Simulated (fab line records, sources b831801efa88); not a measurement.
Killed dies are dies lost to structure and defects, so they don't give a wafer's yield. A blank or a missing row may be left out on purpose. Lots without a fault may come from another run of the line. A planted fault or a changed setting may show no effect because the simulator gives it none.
fab line records | flow sky130
record lots=6 wafers=18 last_day=50
route steps=708 shown SPACER@306 POLY_CUT@307 PAD_OPEN@708
lots that met no fault: from a run of the same line without faults
start_h: hours from the record's first day to the start of the lot's first wafer shown | wait_h: hours since the lot's step before | " the same as in the row above | L1.1+2: a row that stands for several wafers | - no value, or no start given | * or withheld: withheld | < > ~ a bound
route shown NAME@n: a module of which the file shows steps, and the number in the route of the first | usual: mean/standard deviation of fault-free wafers | same: alike in all rows | chamber/n: place in a boat | sites: the reading at each site | _std_site: their standard deviation | _edge_site: outer sites' mean less inner sites' | radius_mm: how far each site lies from the wafer's centre | mask NAME#n: copy n | behind: the tool/chamber that last shaped the wafer | hold: why the lot was held/for how many hours/how that ended | device: the transistor (n, p or np) that didn't switch | end of line: the same wafers' tests at the end of the route | a step without rows: its recipe alone | killed: dies lost to structure and defects at the first sort, not the wafer's yield | map: a wafer's dies, x killed, . not, _ none there
set.NAME: the setting as run; set.NAME@STEP: as run at that earlier step | model.NAME: the simulator's own value behind a step, which no gauge read
lots at some steps of the route; a table a step, a row a wafer
services: from which hour (start_h, from the record's first day; less than 0 if before it) a tool's chamber was out of use, for how many hours, and why
## steps
# step SKY_SPACER_ETCHBACK_02
# recipe chemistry=CH3F/O2 target=Si3N4 stop_on=SiO2 source_w=400 bias_w=80 pressure_mtorr=25 ch3f_flow_sccm=40 O2_flow_sccm=30 time_s=46.7 target_depth_a=450
# usual drypump_motor_current_A=5.7/0.48 oes_product_au=0.854/0.007 throttle_valve_pct=10.561/0.0091
# columns lot.wafer tool chamber start_h wait_h drypump_motor_current_A oes_product_au rf_hours_counter_h throttle_valve_pct
L886.3 rie_diel-01 1 606.86 0.0 6.4 0.864 8 10.551
L886.4 " 3 " " 6.3 0.852 27 10.555
L886.6 " 2 " " 5.2 0.855 - 10.557
L891.1 rie_diel-02 2 655.18 0.1 6.1 0.852 16 10.560
L891.3 " 1 " " 5.4 0.865 19 10.578
L891.6 " 3 " " 5.2 0.866 - 10.571
L892.3 rie_diel-01 3 657.77 0.0 6.4 0.851 28 10.562
L892.5 " 3 " " 6.4 0.851 - 10.566
L892.6 " 2 " " 5.2 0.851 - 10.565
L896.2 rie_diel-01 0 691.30 0.0 5.7 0.852 43 10.572
L896.5 " 2 " " 5.2 0.856 - 10.564
L896.6 " 3 " " 6.4 0.853 - 10.554
L898.2 rie_diel-02 1 697.47 0.0 5.4 0.842 20 10.561
L898.4 " 2 " " 6.1 0.854 17 10.568
L898.6 " 1 " " 5.4 0.858 - 10.551
L899.1 rie_diel-02 1 711.16 0.1 5.4 0.839 20 10.570
L899.4 " 3 " " 5.2 0.848 3 10.572
L899.6 " 1 " " 5.4 0.845 - 10.561
# step SKY_POLY_CUT_DEHYDRATE_00
# recipe temp_c=200 time_s=60
# step SKY_POLY_CUT_HMDS_01
# recipe prime_time_s=60 prime_temp_c=120
# step SKY_POLY_CUT_COAT_02
# recipe resist=BARC temp_c=withheld time_s=withheld spin_rpm=3000 resist_thk_nm=60
# step SKY_POLY_CUT_COAT_03
# recipe resist=KrF-thick spin_rpm=3000 resist_thk_nm=450
# step SKY_POLY_CUT_SOFTBAKE_04
# recipe temp_c=100 time_s=90 resist=KrF-thick
# step SKY_POLY_CUT_EXPOSE_05
# recipe mask_id=NPCM na=0.8 source_shape=annular sigma_inner=0.55 sigma_outer=0.85 target_cd_nm=270 dose_mj=32
# step SKY_POLY_CUT_PEB_06
# recipe peb_temp_c=withheld peb_time_s=withheld resist=KrF-thick
# step SKY_POLY_CUT_DEVELOP_07
# recipe develop_time_s=60 resist=KrF-thick dev_temp_c=21
# step SKY_POLY_CUT_CD_MEAS_08
# recipe target_cd_nm=270
# usual cd_nm=269.9/1.4
# columns lot.wafer tool chamber start_h wait_h cd_nm
L886.3 cd_sem-02 - 636.13 - 269.9
L886.4 " - " " 270.2
L886.6 " - " " 270.1
L891.1 cd_sem-01 - 683.65 - 269.9
L891.3 " - " " 272.3
L891.6 " - " " 269.8
L892.3 cd_sem-01 - 685.89 - 269.4
L892.5 " - " " 269.9
L892.6 " - " " 268.5
L896.2 cd_sem-02 - 719.42 - 268.7
L896.5 " - " " 269.7
L896.6 " - " " 270.2
L898.2 cd_sem-02 - 725.62 - 269.0
L898.4 " - " " 267.9
L898.6 " - " " 269.5
L899.1 cd_sem-02 - 739.14 - 271.1
L899.4 " - " " 271.0
L899.6 " - " " 272.8
# step SKY_POLY_CUT_OVL_MEAS_09
# usual POLY_CUT_OVL=-2/6.2
# columns lot.wafer tool chamber start_h wait_h POLY_CUT_OVL[nm]
L886.3 overlay-01 - 636.23 0.1 -10
L886.4 " - " " -12
L886.6 " - " " -13
L891.1 overlay-02 - 683.77 0.1 1
L891.3 " - " " -3
L891.6 " - " " -5
L892.3 overlay-01 - 685.98 0.1 0
L892.5 " - " " 5
L892.6 " - " " -6
L896.2 overlay-01 - 719.53 0.1 -1
L896.5 " - " " -2
L896.6 " - " " -8
L898.2 overlay-01 - 725.73 0.1 9
L898.4 " - " " 5
L898.6 " - " " 10
L899.1 overlay-01 - 739.26 0.1 -10
L899.4 " - " " 1
L899.6 " - " " -7
# step SKY_POLY_CUT_ETCH_10
# recipe chemistry=N2/H2 target=BARC ion_energy_ev=200 source_w=500 bias_w=100 pressure_mtorr=30 n2_flow_sccm=100 h2_flow_sccm=200 stop_on=SiO2 time_s=45.9 target_depth_a=600
# usual bias_w=100.0/0.33 chamber_pressure_mTorr=30.00/0.041 drypump_motor_current_A=5.6/0.44 oes_product_au=0.855/0.0047 throttle_valve_pct=13.224/0.0097
# columns lot.wafer tool chamber start_h wait_h bias_w chamber_pressure_mTorr drypump_motor_current_A oes_product_au rf_hours_counter_h throttle_valve_pct
L886.3 rie_diel-03 0 636.25 0.0 100.3 30.01 6.0 0.860 3 13.234
L886.4 " 2 " " 99.8 30.04 6.4 0.850 11 13.206
L886.6 " 0 " " 100.0 29.98 6.0 0.858 - 13.220
L891.1 rie_diel-02 3 683.81 0.0 99.9 29.95 5.2 0.854 2 13.217
L891.3 " 0 " " 99.9 30.00 6.2 0.858 4 13.221
L891.6 " 0 " " 99.7 30.02 6.2 0.854 - 13.221
L892.3 rie_diel-04 2 686.01 0.0 100.0 30.01 5.7 0.856 10 13.234
L892.5 " 2 " " 100.2 30.01 5.8 0.848 - 13.225
L892.6 " 1 " " 99.6 29.99 6.0 0.861 - 13.213
L896.2 rie_diel-03 1 719.56 0.0 99.8 30.02 5.2 0.860 7 13.220
L896.5 " 1 " " 99.9 30.00 5.2 0.859 - 13.214
L896.6 " 0 " " 100.7 29.98 6.0 0.848 - 13.224
L898.2 rie_diel-02 3 725.76 0.0 99.9 30.01 5.2 0.851 3 13.237
L898.4 " 0 " " 100.4 30.00 6.2 0.852 5 13.209
L898.6 " 0 " " 100.0 29.95 6.2 0.858 - 13.231
L899.1 rie_diel-04 3 739.30 0.0 100.0 30.01 5.4 0.850 13 13.220
L899.4 " 0 " " 99.6 30.01 4.9 0.846 34 13.228
L899.6 " 3 " " 99.7 30.00 5.3 0.849 - 13.240
# step SKY_POLY_CUT_ETCH_11
# recipe target=Si3N4 chemistry=CF4/CH2F2/Ar stop_on=poly-Si source_w=600 bias_w=150 pressure_mtorr=40 cf4_flow_sccm=40 ch2f2_flow_sccm=20 Ar_flow_sccm=150 time_s=42.5 target_depth_a=600
# usual bias_w=150.1/0.47 cf4_flow_sccm=39.98/0.12 drypump_motor_current_A=5.6/0.43 oes_product_au=0.833/0.006 throttle_valve_pct=14.995/0.0087
# columns lot.wafer tool chamber start_h wait_h bias_w cf4_flow_sccm drypump_motor_current_A oes_product_au rf_hours_counter_h throttle_valve_pct
L886.3 rie_diel-03 0 636.29 0.0 150.2 39.99 6.0 0.839 3 15.001
L886.4 " 2 " " 149.7 39.81 6.4 0.840 11 14.992
L886.6 " 0 " " 149.7 40.05 6.0 0.836 - 14.999
L891.1 rie_diel-02 3 683.85 0.0 - - - - - -
L891.3 " 0 " " - - - - - -
L891.6 " 0 " " - - - - - -
L892.3 rie_diel-04 2 686.05 0.0 - - - - - -
L892.5 " 2 " " - - - - - -
L892.6 " 1 " " - - - - - -
L896.2 rie_diel-03 1 719.60 0.0 150.2 39.96 5.2 0.849 7 14.989
L896.5 " 1 " " 150.3 40.18 5.2 0.847 - 14.987
L896.6 " 0 " " 150.3 39.89 6.0 0.843 - 14.987
L898.2 rie_diel-02 3 725.80 0.0 149.2 39.88 5.2 0.841 3 14.992
L898.4 " 0 " " 148.9 39.75 6.2 0.837 5 14.992
L898.6 " 0 " " 149.6 39.94 6.2 0.834 - 14.989
L899.1 rie_diel-04 3 739.34 0.0 150.3 39.93 5.3 0.832 13 14.986
L899.4 " 0 " " 150.3 39.81 5.0 0.839 34 14.989
L899.6 " 3 " " 150.5 40.04 5.4 0.832 - 14.976
# step SKY_POLY_CUT_STRIP_12
# recipe chemistry=O2/N2 power_w=1400 pressure_mtorr=1500 platen_temp_c=withheld o2_flow_sccm=3000 n2_flow_sccm=300 overash_fraction=0.5
# usual drypump_motor_current_A=5.76/0.28 oes_product_au=0.453/0.0045 strip_time_to_endpoint_s=5.365/0.016
# same overash_fraction=0.5
# columns lot.wafer tool chamber start_h wait_h drypump_motor_current_A oes_product_au rf_hours_counter_h strip_time_to_endpoint_s
L886.3 plasma_asher-02 0 636.37 0.1 5.78 0.456 - 5.353
L886.4 " 1 " " 6.07 0.454 - 5.357
L886.6 " 1 " " 6.09 0.451 - 5.390
L891.1 plasma_asher-02 1 683.89 0.0 6.06 0.454 24 5.362
L891.3 " 1 " " 6.06 0.460 - 5.356
L891.6 " 1 " " 6.08 0.454 - 5.348
L892.3 plasma_asher-02 1 686.12 0.1 6.07 0.458 - 5.370
L892.5 " 1 " " 6.07 0.453 - 5.364
L892.6 " 0 " " 5.77 0.455 - 5.376
L896.2 plasma_asher-04 0 719.64 0.0 6.01 0.449 82 5.365
L896.5 " 1 " " 5.29 0.449 - 5.354
L896.6 " 0 " " 6.01 0.441 - 5.349
L898.2 plasma_asher-03 0 725.84 0.0 5.82 0.447 64 5.359
L898.4 " 0 " " 5.78 0.447 - 5.353
L898.6 " 1 " " 5.69 0.456 - 5.364
L899.1 plasma_asher-04 0 739.38 0.0 5.98 0.454 84 5.363
L899.4 " 0 " " 6.01 0.456 - 5.360
L899.6 " 0 " " 5.99 0.446 - 5.374
# step SKY_PAD_OPEN_PROBE_99
# usual killed_at_M0_to_M3=43/6.8 killed_at_M4_up=3.2/1.7 killed_at_contacts=24/5.7 killed_at_front_end=16/4.3 killed_at_other=0.3/0.56 killed_dies=86/9.5 killed_on_rim=16/3.6 killed_open=47/6.9 killed_short=39/5.8
# same gross_dies=492 killed_at_back_side=0
# columns lot.wafer tool chamber start_h wait_h hold killed_at_M0_to_M3 killed_at_M4_up killed_at_contacts killed_at_front_end killed_at_other killed_dies killed_on_rim killed_open killed_short
L886.3 prober-01 - 1129.77 0.2 - 49 8 10 8 0 75 13 36 38
L886.4 prober-01 - 1129.82 0.2 - 44 5 25 12 1 87 13 45 39
L886.6 prober-01 - 1129.92 0.2 - 31 1 18 15 0 65 13 36 29
L891.1 prober-02 - 1158.67 0.1 await_dispo/4.1h/scrap 45 3 27 417 0 492 96 45 38
L891.3 prober-02 - 1158.77 0.2 await_dispo/4.1h/scrap 42 3 25 422 0 492 96 50 29
L891.6 prober-02 - 1158.92 0.2 await_dispo/4.1h/scrap 40 4 20 428 0 492 96 47 40
L892.3 prober-01 - 1162.46 0.2 await_dispo/3.2h/scrap 40 6 18 427 1 492 96 44 36
L892.5 prober-01 - 1162.56 0.2 await_dispo/3.2h/scrap 42 11 20 419 0 492 96 44 42
L892.6 prober-01 - 1162.61 0.2 await_dispo/3.2h/scrap 36 2 24 429 1 492 96 44 36
L896.2 prober-02 - 1182.67 0.1 - 46 3 40 8 0 97 18 47 49
L896.5 prober-02 - 1182.82 0.2 - 28 2 31 20 0 81 13 50 30
L896.6 prober-02 - 1182.87 0.2 - 45 3 34 12 0 94 16 52 42
L898.2 prober-02 - 1188.57 0.1 - 46 5 19 19 0 89 18 57 32
L898.4 prober-02 - 1188.67 0.2 - 41 1 16 16 0 74 16 36 38
L898.6 prober-02 - 1188.77 0.2 - 54 3 18 19 0 94 11 46 48
L899.1 prober-01 - 1194.86 0.1 - 35 2 20 26 0 83 21 43 38
L899.4 prober-01 - 1195.01 0.2 - 41 2 20 14 3 80 17 42 36
L899.6 prober-01 - 1195.11 0.2 - 46 3 17 15 1 82 15 41 40
# killed by level:class
L886.3 METAL2:geometric_particle:short=15 VIA1:geometric_particle:open=8 VIA3:geometric_particle:open=7 METAL1:geometric_particle:short=6 METAL4:geometric_particle:short=6 VIA2:geometric_particle:open=5 LI_CONTACT:geometric_particle:short=4 LI_CONTACT:geometric_particle:open=4
L886.4 VIA1:geometric_particle:open=11 LI_CONTACT:geometric_particle:open=10 VIA2:geometric_particle:open=6 LOCAL_INTERCONNECT:geometric_particle:short=6 METAL2:geometric_particle:short=5 CONTACT:geometric_particle:short=5 METAL1:geometric_particle:short=5 VIA1:geometric_particle:short=5
L886.6 LI_CONTACT:geometric_particle:open=8 VIA3:geometric_particle:open=7 METAL1:geometric_particle:short=6 VIA1:geometric_particle:open=5 LOCAL_INTERCONNECT:geometric_particle:short=4 CONTACT:geometric_particle:open=4 METAL2:geometric_particle:short=4 FIELD_ISO:geometric_particle:short=3
L891.1 POLY_CUT:area_etch=409 VIA1:geometric_particle:open=14 VIA3:geometric_particle:open=8 LI_CONTACT:geometric_particle:open=7 VIA1:geometric_particle:short=7 CONTACT:geometric_particle:open=6 CONTACT:geometric_particle:short=5 LOCAL_INTERCONNECT:geometric_particle:short=5
L891.3 POLY_CUT:area_etch=413 VIA1:geometric_particle:open=18 CONTACT:geometric_particle:open=13 LOCAL_INTERCONNECT:geometric_particle:short=6 VIA3:geometric_particle:open=5 LI_CONTACT:geometric_particle:open=4 VIA1:geometric_particle:short=4 FIELD_ISO:geometric_particle:short=3
L891.6 POLY_CUT:area_etch=405 CONTACT:geometric_particle:open=11 VIA1:geometric_particle:open=9 FIELD_ISO:geometric_particle:short=7 METAL2:geometric_particle:short=6 VIA2:geometric_particle:open=6 FIELD_ISO:geometric_particle:open=5 LOCAL_INTERCONNECT:geometric_particle:short=5
L892.3 POLY_CUT:area_etch=412 VIA1:geometric_particle:open=10 METAL1:geometric_particle:short=8 LI_CONTACT:geometric_particle:open=6 METAL2:geometric_particle:short=6 FIELD_ISO:geometric_particle:short=5 CONTACT:geometric_particle:open=5 VIA3:geometric_particle:open=5
L892.5 POLY_CUT:area_etch=406 METAL4:geometric_particle:short=9 VIA1:geometric_particle:open=7 VIA3:geometric_particle:open=7 CONTACT:geometric_particle:open=6 METAL2:geometric_particle:short=6 CONTACT:geometric_particle:short=5 VIA1:geometric_particle:short=5
L892.6 POLY_CUT:area_etch=412 LI_CONTACT:geometric_particle:open=11 VIA3:geometric_particle:open=9 FIELD_ISO:geometric_particle:short=7 VIA1:geometric_particle:open=7 CONTACT:geometric_particle:open=6 METAL2:geometric_particle:short=5 METAL1:geometric_particle:short=5
L896.2 LI_CONTACT:geometric_particle:open=10 LOCAL_INTERCONNECT:geometric_particle:short=10 CONTACT:geometric_particle:open=7 VIA1:geometric_particle:open=7 VIA1:geometric_particle:short=7 VIA3:geometric_particle:open=7 CONTACT:geometric_particle:short=6 METAL1:geometric_particle:short=6
L896.5 CONTACT:geometric_particle:open=11 LI_CONTACT:geometric_particle:open=10 VIA2:geometric_particle:open=8 VIA1:geometric_particle:open=6 FIELD_ISO:geometric_particle:short=4 FIELD_ISO:geometric_particle:open=4 VIA3:geometric_particle:open=4 POLY_GATE:geometric_particle:open=3
L896.6 CONTACT:geometric_particle:open=10 VIA3:geometric_particle:open=10 LI_CONTACT:geometric_particle:open=9 VIA1:geometric_particle:open=6 METAL2:geometric_particle:short=6 VIA2:geometric_particle:open=6 LOCAL_INTERCONNECT:geometric_particle:short=5 CONTACT:geometric_particle:short=5
L898.2 VIA1:geometric_particle:open=16 LI_CONTACT:geometric_particle:open=8 VIA3:geometric_particle:open=8 METAL2:geometric_particle:short=7 FIELD_ISO:geometric_particle:open=5 POLY_GATE:geometric_particle:open=5 CONTACT:geometric_particle:short=5 POLY_GATE:geometric_particle:short=4
L898.4 VIA1:geometric_particle:open=10 VIA3:geometric_particle:open=7 FIELD_ISO:geometric_particle:short=6 METAL1:geometric_particle:short=6 FIELD_ISO:geometric_particle:open=4 CONTACT:geometric_particle:open=4 LI_CONTACT:geometric_particle:short=3 LI_CONTACT:geometric_particle:open=3
L898.6 METAL2:geometric_particle:short=12 VIA1:geometric_particle:open=11 LI_CONTACT:geometric_particle:open=9 FIELD_ISO:geometric_particle:short=5 FIELD_ISO:geometric_particle:open=5 VIA2:geometric_particle:short=5 METAL3:geometric_particle:short=5 VIA3:geometric_particle:open=5
L899.1 FIELD_ISO:geometric_particle:open=12 VIA1:geometric_particle:open=11 LI_CONTACT:geometric_particle:open=8 FIELD_ISO:geometric_particle:short=6 LOCAL_INTERCONNECT:geometric_particle:short=6 METAL1:geometric_particle:short=6 VIA3:geometric_particle:open=5 CONTACT:geometric_particle:short=4
L899.4 CONTACT:geometric_particle:open=9 VIA3:geometric_particle:open=7 VIA1:geometric_particle:open=7 METAL2:geometric_particle:short=7 LI_CONTACT:geometric_particle:open=5 LOCAL_INTERCONNECT:geometric_particle:short=5 VIA1:geometric_particle:short=5 METAL1:geometric_particle:short=4
L899.6 VIA1:geometric_particle:open=11 VIA2:geometric_particle:open=9 CONTACT:geometric_particle:open=8 FIELD_ISO:geometric_particle:short=7 VIA3:geometric_particle:open=7 METAL1:geometric_particle:short=6 CONTACT:geometric_particle:short=6 POLY_GATE:geometric_particle:short=4
# map L891.1 (x killed, . not)
__________xxxxxxxxxx_________
________xxxxxxxxxxxxxx_______
______xxxxxxxxxxxxxxxxxx_____
_____xxxxxxxxxxxxxxxxxxxx____
____xxxxxxxxxxxxxxxxxxxxxx___
___xxxxxxxxxxxxxxxxxxxxxxxx__
__xxxxxxxxxxxxxxxxxxxxxxxxxx_
_xxxxxxxxxxxxxxxxxxxxxxxxxxxx
_xxxxxxxxxxxxxxxxxxxxxxxxxxxx
_xxxxxxxxxxxxxxxxxxxxxxxxxxxx
_xxxxxxxxxxxxxxxxxxxxxxxxxxxx
_xxxxxxxxxxxxxxxxxxxxxxxxxxxx
_xxxxxxxxxxxxxxxxxxxxxxxxxxxx
_xxxxxxxxxxxxxxxxxxxxxxxxxxxx
_xxxxxxxxxxxxxxxxxxxxxxxxxxxx
__xxxxxxxxxxxxxxxxxxxxxxxxxx_
___xxxxxxxxxxxxxxxxxxxxxxxx__
____xxxxxxxxxxxxxxxxxxxxxx___
_____xxxxxxxxxxxxxxxxxxxx____
______xxxxxxxxxxxxxxxxxx_____
________xxxxxxxxxxxxxx_______
__________xxxxxxxxxx_________
# map L892.3 (x killed, . not)
__________xxxxxxxxxx_________
________xxxxxxxxxxxxxx_______
______xxxxxxxxxxxxxxxxxx_____
_____xxxxxxxxxxxxxxxxxxxx____
____xxxxxxxxxxxxxxxxxxxxxx___
___xxxxxxxxxxxxxxxxxxxxxxxx__
__xxxxxxxxxxxxxxxxxxxxxxxxxx_
_xxxxxxxxxxxxxxxxxxxxxxxxxxxx
_xxxxxxxxxxxxxxxxxxxxxxxxxxxx
_xxxxxxxxxxxxxxxxxxxxxxxxxxxx
_xxxxxxxxxxxxxxxxxxxxxxxxxxxx
_xxxxxxxxxxxxxxxxxxxxxxxxxxxx
_xxxxxxxxxxxxxxxxxxxxxxxxxxxx
_xxxxxxxxxxxxxxxxxxxxxxxxxxxx
_xxxxxxxxxxxxxxxxxxxxxxxxxxxx
__xxxxxxxxxxxxxxxxxxxxxxxxxx_
___xxxxxxxxxxxxxxxxxxxxxxxx__
____xxxxxxxxxxxxxxxxxxxxxx___
_____xxxxxxxxxxxxxxxxxxxx____
______xxxxxxxxxxxxxxxxxx_____
________xxxxxxxxxxxxxx_______
__________xxxxxxxxxx_________
## services
# columns tool chamber start_h hours kind
rie_diel-01 0 611.65 12.4 repair
rie_diel-01 1 613.92 12.3 repair
rie_diel-02 3 615.49 12.8 repair
rie_diel-03 0 623.10 2.2 repair
plasma_asher-04 - 629.48 9.2 pm
rie_diel-02 3 636.02 2.0 repair
rie_diel-02 0 638.43 12.6 repair
rie_diel-01 1 651.35 8.0 repair
plasma_asher-04 - 659.49 3.7 repair
rie_diel-01 0 673.91 5.5 repair
rie_diel-04 2 692.67 9.4 repair
plasma_asher-03 - 712.87 3.2 repair
rie_diel-02 - 718.04 2.6 repair
rie_diel-04 - 729.41 0.3 repair
rie_diel-02 - 731.35 2.8 pm
## key
first_sign step=SKY_POLY_CUT_ETCH_11 reading=tool_record direction=missing
effect step=SKY_PAD_OPEN_PROBE_99 reading=killed_at_front_end direction=up sigmas=95 usual=16 struck=424
more_kills_born_at SKY_POLY_CUT_ETCH_11@rie_diel-04=1230 SKY_POLY_CUT_ETCH_11@rie_diel-02=1227
met_at SKY_POLY_CUT_ETCH_11
struck_wafers L891.1,L891.3,L891.6,L892.3,L892.5,L892.6
later_rows_left_out L891.1,L891.3,L891.6,L892.3,L892.5,L892.6
tester_left_out L891,L892
fault kind=skipped_step_whole tool=rie_diel-02,rie_diel-04 chamber=- onset_h=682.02 steps=SKY_POLY_CUT_ETCH_11 scope=struck_lots_only
# tester_left_out: of these lots the tester's yield and bins aren't shown, on N5 and GAA mostly nor the transistor test; their killed dies are dies lost to structure and defects alone, not to doping, threshold or leakage, so they don't give the yield
# later_rows_left_out: the simulator's readings of these wafers behind a module that went badly wrong aren't trusted and aren't shown, but for the sort
